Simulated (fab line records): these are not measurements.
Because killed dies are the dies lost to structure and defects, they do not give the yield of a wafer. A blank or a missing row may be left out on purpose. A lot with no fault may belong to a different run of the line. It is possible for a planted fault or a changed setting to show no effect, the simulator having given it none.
fab line records | flow sky130
record lots=13 | wafers=39 | lastDay=50
route steps=708 shown POLY_GATE@236 LDD_P@265 SPACER@305 VIA1@479 PAD_OPEN@708
lots untouched by any fault: they come from a run of this same line in which no faults occurred
startH: hours from the record's first day to the start of the lot's first wafer shown | waitH: hours since the lot's step before | " identical to the entry in the row above | L1.1+2: one row covering several wafers at once | - no value present, or no start provided | * or withheld: withheld | < > ~ a bound
route shown NAME@n: NAME is a module with steps in the file, n the number in the route of the first one | usual: average and standard deviation across the fault-free wafers | same: alike in all rows | chamber/n: place in a boat | sites: each site's reading | _std_site: the values' standard deviation | _edge_site: outer sites' mean less inner sites' | radiusMm: for every site, how far away it sits from the centre of the wafer | mask NAME#n: copy n | behind: tool/chamber where the wafer was last shaped | hold: what put the lot on hold/how long, in hours/how the hold closed | device: names the non-switching transistor (n, p or np) | end of line: the tests these same wafers got at the end of their route | step lacking rows: just its recipe | killed: the dies lost at the first sort to structure and to defects; this is not the yield of the wafer | map: per-die view of a wafer (x killed, . not killed, _ where there is no die)
set.NAME: the setting the step ran with; set.NAME@STEP: the setting that earlier step ran with | model.NAME: the simulator's own value behind a step, which no gauge read
the route's steps for a sample of lots (tables are steps, rows are wafers)
services: the hour from which a tool's chamber was out of use, counted from the record's first day as startH (under 0 if before that day), plus the number of hours and why
## steps
# step SKY_POLY_GATE_CD_MEAS_22
# usual cdNm=148/3.5
lot.wafer | tool     | chamber | startH | waitH | cdNm
L476.1    | cdSem-01 | -       | 383.26 | 0.1   | 150
L476.3    | "        | -       | "      | "     | 147
L476.6    | "        | -       | "      | "     | 145
L479.2    | cdSem-02 | -       | 404.56 | 0.1   | 146
L479.3    | "        | -       | "      | "     | 152
L479.4    | "        | -       | "      | "     | 150
L481.2    | cdSem-02 | -       | 420.76 | 0.1   | 146
L481.3    | "        | -       | "      | "     | 150
L481.4    | "        | -       | "      | "     | 149
L482.1    | cdSem-01 | -       | 429.11 | 0.1   | 147
L482.2    | "        | -       | "      | "     | 149
L482.3    | "        | -       | "      | "     | 144
L485.1    | cdSem-01 | -       | 457.27 | 0.1   | 150
L485.4    | "        | -       | "      | "     | 146
L485.5    | "        | -       | "      | "     | 147
L487.2    | cdSem-02 | -       | 472.37 | 0.1   | 150
L487.3    | "        | -       | "      | "     | 151
L487.5    | "        | -       | "      | "     | 148
L488.1    | cdSem-01 | -       | 476.39 | 0.1   | 150
L488.4    | "        | -       | "      | "     | 147
L488.6    | "        | -       | "      | "     | 146
L490.1    | cdSem-01 | -       | 493.87 | 0.1   | 154
L490.3    | "        | -       | "      | "     | 146
L490.4    | "        | -       | "      | "     | 147
L494.1    | cdSem-02 | -       | 532.33 | 0.1   | 146
L494.3    | "        | -       | "      | "     | 149
L494.6    | "        | -       | "      | "     | 143
L495.3    | cdSem-01 | -       | 535.20 | 0.1   | 149
L495.4    | "        | -       | "      | "     | 149
L495.5    | "        | -       | "      | "     | 148
L496.1    | cdSem-01 | -       | 545.42 | 0.1   | 147
L496.2    | "        | -       | "      | "     | 151
L496.4    | "        | -       | "      | "     | 159
L498.1    | cdSem-01 | -       | 563.36 | 0.1   | 149
L498.3    | "        | -       | "      | "     | 148
L498.5    | "        | -       | "      | "     | 141
L499.2    | cdSem-01 | -       | 565.82 | 0.1   | 150
L499.3    | "        | -       | "      | "     | 150
L499.4    | "        | -       | "      | "     | 153
# step SKY_LDD_P_STRIP_10
# recipe chemistry=O2/N2 | powerW=1400 | pressureMtorr=1500 | platenTempC=withheld | o2FlowSccm=3000 | n2FlowSccm=300 | overashFraction=0.5
# usual drypumpMotorCurrentA=5.7/0.42 | oesProductAu=0.715/0.0047 | stripTimeToEndpointS=14.18/0.04
lot.wafer | tool           | chamber | startH | waitH | drypumpMotorCurrentA | oesProductAu | rfHoursCounterH | stripTimeToEndpointS
L476.1    | plasmaAsher-01 | 0       | 445.43 | 0.1   | 5.2                  | 0.717        | 32              | 14.21
L476.3    | "              | 1       | "      | "     | 5.7                  | 0.718        | -               | 14.28
L476.6    | "              | 0       | "      | "     | 5.1                  | 0.723        | -               | 14.27
L479.2    | plasmaAsher-04 | 0       | 466.75 | 0.1   | 6.3                  | 0.711        | 76              | 14.16
L479.3    | "              | 0       | "      | "     | 6.3                  | 0.718        | -               | 14.18
L479.4    | "              | 1       | "      | "     | 5.2                  | 0.709        | -               | 14.19
L481.2    | plasmaAsher-04 | 1       | 484.08 | 0.1   | 5.2                  | 0.725        | 78              | 14.16
L481.3    | "              | 0       | "      | "     | 6.3                  | 0.711        | -               | 14.16
L481.4    | "              | 1       | "      | "     | 5.2                  | 0.718        | -               | 14.16
L482.1    | plasmaAsher-04 | 1       | 492.88 | 0.1   | 5.2                  | 0.720        | 79              | 14.09
L482.2    | "              | 0       | "      | "     | 6.3                  | 0.712        | 79              | 14.13
L482.3    | "              | 1       | "      | "     | 5.2                  | 0.717        | -               | 14.12
L485.1    | plasmaAsher-04 | 0       | 520.51 | 0.1   | 6.3                  | 0.722        | 82              | 14.18
L485.4    | "              | 0       | "      | "     | 6.3                  | 0.718        | -               | 14.21
L485.5    | "              | 0       | "      | "     | 6.3                  | 0.718        | -               | 14.22
L487.2    | plasmaAsher-01 | 1       | 534.55 | 0.1   | 5.6                  | 0.711        | 41              | 14.15
L487.3    | "              | 0       | "      | "     | 5.2                  | 0.718        | -               | 14.15
L487.5    | "              | 0       | "      | "     | 5.2                  | 0.714        | -               | 14.13
L488.1    | plasmaAsher-04 | 1       | 539.16 | 0.1   | 5.2                  | 0.706        | 84              | 14.17
L488.4    | "              | 0       | "      | "     | 6.3                  | 0.722        | -               | 14.16
L488.6    | "              | 1       | "      | "     | 5.2                  | 0.712        | -               | 14.14
L490.1    | plasmaAsher-02 | 1       | 556.76 | 0.1   | 6.1                  | 0.716        | 12              | 14.16
L490.3    | "              | 1       | "      | "     | 6.1                  | 0.716        | -               | 14.16
L490.4    | "              | 0       | "      | "     | 5.7                  | 0.720        | -               | 14.18
L494.1    | plasmaAsher-02 | 1       | 594.12 | 0.1   | 6.1                  | 0.715        | 16              | 14.15
L494.3    | "              | 1       | "      | "     | 6.1                  | 0.701        | -               | 14.14
L494.6    | "              | 0       | "      | "     | 5.7                  | 0.721        | -               | 14.14
L495.3    | plasmaAsher-01 | 0       | 597.21 | 0.1   | 5.2                  | 0.720        | -               | 14.15
L495.4    | "              | 1       | "      | "     | 5.7                  | 0.715        | -               | 14.19
L495.5    | "              | 0       | "      | "     | 5.2                  | 0.714        | -               | 14.19
L496.1    | plasmaAsher-02 | 0       | 607.15 | 0.1   | 5.7                  | 0.714        | 17              | 14.16
L496.2    | "              | 1       | "      | "     | 6.1                  | 0.720        | 17              | 14.20
L496.4    | "              | 1       | "      | "     | 6.1                  | 0.716        | -               | 14.21
L498.1    | plasmaAsher-02 | 0       | 623.80 | 0.1   | 5.7                  | 0.720        | 19              | 14.24
L498.3    | "              | 1       | "      | "     | 6.1                  | 0.727        | -               | 14.20
L498.5    | "              | 0       | "      | "     | 5.7                  | 0.709        | -               | 14.23
L499.2    | plasmaAsher-02 | 1       | 626.15 | 0.1   | 6.1                  | 0.717        | 19              | 14.24
L499.3    | "              | 0       | "      | "     | 5.7                  | 0.712        | -               | 14.23
L499.4    | "              | 1       | "      | "     | 6.1                  | 0.708        | -               | 14.24
# step SKY_SPACER_THK_MEAS_01
# recipe reads=Si3N4_of_SPACER_CVD_00
# usual SPACER_CVD_00_THK=43.1/0.52
lot.wafer | tool         | chamber | startH | waitH | SPACER_CVD_00_THK[nm]
L476.1    | filmMetro-03 | -       | 540.85 | 0.0   | 43.3
L476.3    | "            | -       | "      | "     | 43.0
L476.6    | "            | -       | "      | "     | 42.9
L479.2    | filmMetro-02 | -       | 560.20 | 0.0   | 42.9
L479.3    | "            | -       | "      | "     | 43.1
L479.4    | "            | -       | "      | "     | 42.9
L481.2    | filmMetro-02 | -       | 577.98 | 0.0   | 42.4
L481.3    | "            | -       | "      | "     | 41.7
L481.4    | "            | -       | "      | "     | 41.8
L482.1    | filmMetro-03 | -       | 585.88 | 0.0   | 43.8
L482.2    | "            | -       | "      | "     | 43.5
L482.3    | "            | -       | "      | "     | 43.3
L485.1    | filmMetro-01 | -       | 612.63 | 0.0   | 43.1
L485.4    | "            | -       | "      | "     | 43.2
L485.5    | "            | -       | "      | "     | 42.8
L487.2    | filmMetro-03 | -       | 628.11 | 0.0   | 43.2
L487.3    | "            | -       | "      | "     | 43.2
L487.5    | "            | -       | "      | "     | 43.2
L488.1    | filmMetro-03 | -       | 631.59 | 0.0   | 43.0
L488.4    | "            | -       | "      | "     | 42.5
L488.6    | "            | -       | "      | "     | 43.0
L490.1    | filmMetro-02 | -       | 650.24 | 0.0   | 43.0
L490.3    | "            | -       | "      | "     | 42.6
L490.4    | "            | -       | "      | "     | 42.7
L494.1    | filmMetro-02 | -       | 683.45 | 0.0   | 43.8
L494.3    | "            | -       | "      | "     | 43.1
L494.6    | "            | -       | "      | "     | 43.2
L495.3    | filmMetro-01 | -       | 687.09 | 0.0   | 42.7
L495.4    | "            | -       | "      | "     | 42.8
L495.5    | "            | -       | "      | "     | 42.7
L496.1    | filmMetro-03 | -       | 695.68 | 0.0   | 42.7
L496.2    | "            | -       | "      | "     | 42.4
L496.4    | "            | -       | "      | "     | 42.6
L498.1    | filmMetro-02 | -       | 711.65 | 0.0   | 43.0
L498.3    | "            | -       | "      | "     | 43.1
L498.5    | "            | -       | "      | "     | 43.1
L499.2    | filmMetro-02 | -       | 715.58 | 0.0   | 43.4
L499.3    | "            | -       | "      | "     | 43.3
L499.4    | "            | -       | "      | "     | 43.3
# step SKY_VIA1_CVD_21
# recipe material=W | targetThkNm=270 | timeS=80.902 | tempC=400 | pressureTorr=40
# usual heaterPowerOuterW=579/64 | heaterPowerW=922/79
# same timeS=80.902
lot.wafer | tool    | chamber | startH | waitH | heaterPowerOuterW | heaterPowerW | sinceWetCleanH
L476.1    | cvdW-01 | 0       | 805.45 | 0.0   | 681               | 1034         | 901
L476.3    | "       | 1       | "      | "     | 493               | 860          | -
L476.6    | "       | 1       | "      | "     | 505               | 862          | -
L479.2    | cvdW-02 | 0       | 822.88 | 0.0   | 594               | 952          | 419
L479.3    | "       | 0       | "      | "     | 599               | 940          | -
L479.4    | "       | 1       | "      | "     | 535               | 855          | -
L481.2    | cvdW-01 | 0       | 839.38 | 0.0   | 682               | 1046         | 935
L481.3    | "       | 0       | "      | "     | 686               | 1061         | -
L481.4    | "       | 1       | "      | "     | 508               | 840          | -
L482.1    | cvdW-01 | 0       | 845.28 | 0.0   | 676               | 1075         | 941
L482.2    | "       | 1       | "      | "     | 499               | 851          | 941
L482.3    | "       | 0       | "      | "     | 683               | 1039         | -
L485.1    | cvdW-01 | 1       | 869.21 | 0.0   | 493               | 838          | 965
L485.4    | "       | 1       | "      | "     | 498               | 859          | -
L485.5    | "       | 0       | "      | "     | 679               | 1053         | -
L487.2    | cvdW-02 | 0       | 882.11 | 0.0   | 620               | 953          | 478
L487.3    | "       | 0       | "      | "     | 602               | 951          | -
L487.5    | "       | 1       | "      | "     | 535               | 886          | -
L488.1    | cvdW-01 | 1       | 884.97 | 0.0   | 499               | 826          | 981
L488.4    | "       | 0       | "      | "     | 677               | 1053         | -
L488.6    | "       | 0       | "      | "     | 681               | 1065         | -
L490.1    | cvdW-01 | 0       | 902.09 | 0.0   | 663               | 1032         | 998
L490.3    | "       | 0       | "      | "     | 678               | 1024         | -
L490.4    | "       | 1       | "      | "     | 487               | 855          | -
L494.1    | cvdW-02 | 1       | 931.60 | 0.0   | 540               | 870          | 528
L494.3    | "       | 0       | "      | "     | 628               | 981          | -
L494.6    | "       | 1       | "      | "     | 526               | 850          | -
L495.3    | cvdW-01 | 1       | 935.07 | 0.1   | 476               | 765          | -
L495.4    | "       | 0       | "      | "     | 683               | 1052         | -
L495.5    | "       | 0       | "      | "     | 655               | 1068         | -
L496.1    | cvdW-02 | 0       | 942.23 | 0.0   | 626               | 960          | 538
L496.2    | "       | 1       | "      | "     | 534               | 874          | 538
L496.4    | "       | 0       | "      | "     | 618               | 949          | -
L498.1    | cvdW-01 | 1       | 956.30 | 0.0   | 464               | 792          | 38
L498.3    | "       | 1       | "      | "     | 478               | 751          | -
L498.5    | "       | 1       | "      | "     | 465               | 783          | -
L499.2    | cvdW-02 | 1       | 960.88 | 0.0   | 548               | 853          | 557
L499.3    | "       | 1       | "      | "     | 545               | 895          | -
L499.4    | "       | 0       | "      | "     | 614               | 951          | -
# step SKY_PAD_OPEN_PROBE_99
# usual killed_at_M0_to_M3=43/6.7 | killed_at_M4_up=3.2/2.1 | killedAtContacts=25/5.9 | killedAtFrontEnd=16/4.7 | killedAtOther=0.3/0.54 | killedDies=87/9.8 | killedOpen=47/6.7 | killedShort=40/6.5
# same grossDies=492 | killedAtBackSide=0
lot.wafer | tool      | chamber | startH  | waitH | killed_at_M0_to_M3 | killed_at_M4_up | killedAtContacts | killedAtFrontEnd | killedAtOther | killedDies | killedOpen | killedShort
L485.1    | prober-01 | -       | 1137.29 | 0.1   | 49                 | 2               | 13               | 58               | 0             | 122        | 33         | 44
L485.4    | prober-01 | -       | 1137.44 | 0.2   | 46                 | 2               | 23               | 64               | 0             | 135        | 46         | 38
L485.5    | prober-01 | -       | 1137.49 | 0.2   | 39                 | 0               | 21               | 71               | 0             | 131        | 46         | 30
L488.1    | prober-02 | -       | 1150.69 | 0.1   | 39                 | 3               | 26               | 14               | 0             | 82         | 48         | 34
L488.4    | prober-02 | -       | 1150.85 | 0.2   | 36                 | 3               | 20               | 71               | 1             | 131        | 42         | 40
L488.6    | prober-02 | -       | 1150.94 | 0.2   | 42                 | 3               | 29               | 15               | 1             | 90         | 45         | 45
# killed by level:class
L485.1 LDD_P:unspecified=45 VIA1:geometricParticle:short=9 VIA1:geometricParticle:open=9 METAL1:geometricParticle:short=5 METAL2:geometricParticle:short=5 VIA2:geometricParticle:short=5 CONTACT:geometricParticle:open=4 METAL3:geometricParticle:short=4
L485.4 LDD_P:unspecified=51 VIA1:geometricParticle:open=16 CONTACT:geometricParticle:open=8 CONTACT:geometricParticle:short=8 VIA2:geometricParticle:open=6 FIELD_ISO:geometricParticle:open=4 VIA1:geometricParticle:short=4 METAL1:geometricParticle:short=4
L485.5 LDD_P:unspecified=55 VIA1:geometricParticle:open=15 CONTACT:geometricParticle:open=10 LI_CONTACT:geometricParticle:open=6 VIA2:geometricParticle:open=5 FIELD_ISO:geometricParticle:short=4 FIELD_ISO:geometricParticle:open=4 METAL1:geometricParticle:short=4
L488.1 VIA3:geometricParticle:open=9 CONTACT:geometricParticle:open=9 VIA1:geometricParticle:open=8 FIELD_ISO:geometricParticle:open=6 VIA2:geometricParticle:open=6 LI_CONTACT:geometricParticle:open=5 CONTACT:geometricParticle:short=4 LI_CONTACT:geometricParticle:short=4
L488.4 LDD_P:unspecified=49 CONTACT:geometricParticle:open=7 METAL1:geometricParticle:short=7 FIELD_ISO:geometricParticle:short=6 FIELD_ISO:geometricParticle:open=6 CONTACT:geometricParticle:short=6 METAL1:geometricParticle:open=5 VIA1:geometricParticle:open=5
L488.6 CONTACT:geometricParticle:open=10 VIA1:geometricParticle:open=8 CONTACT:geometricParticle:short=8 FIELD_ISO:geometricParticle:open=7 VIA2:geometricParticle:open=7 LI_CONTACT:geometricParticle:open=6 METAL1:geometricParticle:short=6 VIA1:geometricParticle:short=5
## services
tool           | chamber | startH | hours | kind
plasmaAsher-02 | -       | 435.39 | 3.8   | repair
plasmaAsher-02 | -       | 446.21 | 2.8   | pm
plasmaAsher-01 | -       | 462.75 | 1.9   | repair
plasmaAsher-01 | -       | 467.02 | 1.6   | repair
plasmaAsher-01 | -       | 509.19 | 3.7   | repair
plasmaAsher-01 | -       | 545.84 | 2.5   | repair
plasmaAsher-04 | -       | 659.00 | 1.8   | repair
cvdW-02        | -       | 672.82 | 6.9   | pm
cvdW-01        | -       | 676.26 | 0.2   | repair
cvdW-02        | 1       | 681.75 | 4.5   | repair
plasmaAsher-04 | -       | 683.71 | 37.8  | repair
cvdW-01        | 0       | 729.98 | 13.1  | repair
plasmaAsher-04 | -       | 733.75 | 9.0   | pm
cvdW-01        | -       | 743.38 | 1.3   | repair
plasmaAsher-04 | -       | 767.32 | 0.8   | repair
plasmaAsher-04 | -       | 777.62 | 2.9   | repair
cvdW-01        | -       | 814.51 | 0.9   | repair
plasmaAsher-04 | -       | 818.71 | 15.6  | pm
cvdW-02        | -       | 861.73 | 2.0   | repair
cvdW-01        | -       | 871.28 | 0.7   | repair
cvdW-01        | -       | 877.99 | 6.9   | pm
plasmaAsher-04 | -       | 889.37 | 24.5  | repair
cvdW-01        | -       | 904.00 | 14.0  | pm
cvdW-01        | -       | 918.00 | 14.6  | pm
## key
firstSign step=SKY_PAD_OPEN_PROBE_99 | reading=killedAtFrontEnd | direction=up | sigmas=11 | usual=16 | struck=66
effect step=SKY_PAD_OPEN_PROBE_99 | reading=killedDies | direction=up | sigmas=4.4 | usual=87 | struck=130
metAt SKY_LDD_P_STRIP_10
struckLots L485,L488
struckWafers L485.1,L485.4,L485.5,L488.4
testerLeftOut L485,L488
notActingAt SKY_POLY_GATE_CD_MEAS_22,SKY_SPACER_THK_MEAS_01,SKY_VIA1_CVD_21
onsetBetween 492.88 520.51
fault kind=chamberParticleSource | tool=plasmaAsher-04 | chamber=0 | onsetH=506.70 | steps=SKY_LDD_P_STRIP_10 | ratePerVisitCm2=0.78657 | endH=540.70
# testerLeftOut: of these lots the tester's yield and bins aren't shown, on N5 and GAA mostly nor the transistor test; their killed dies are dies lost to structure and defects alone, not to doping, threshold or leakage, so they don't give the yield
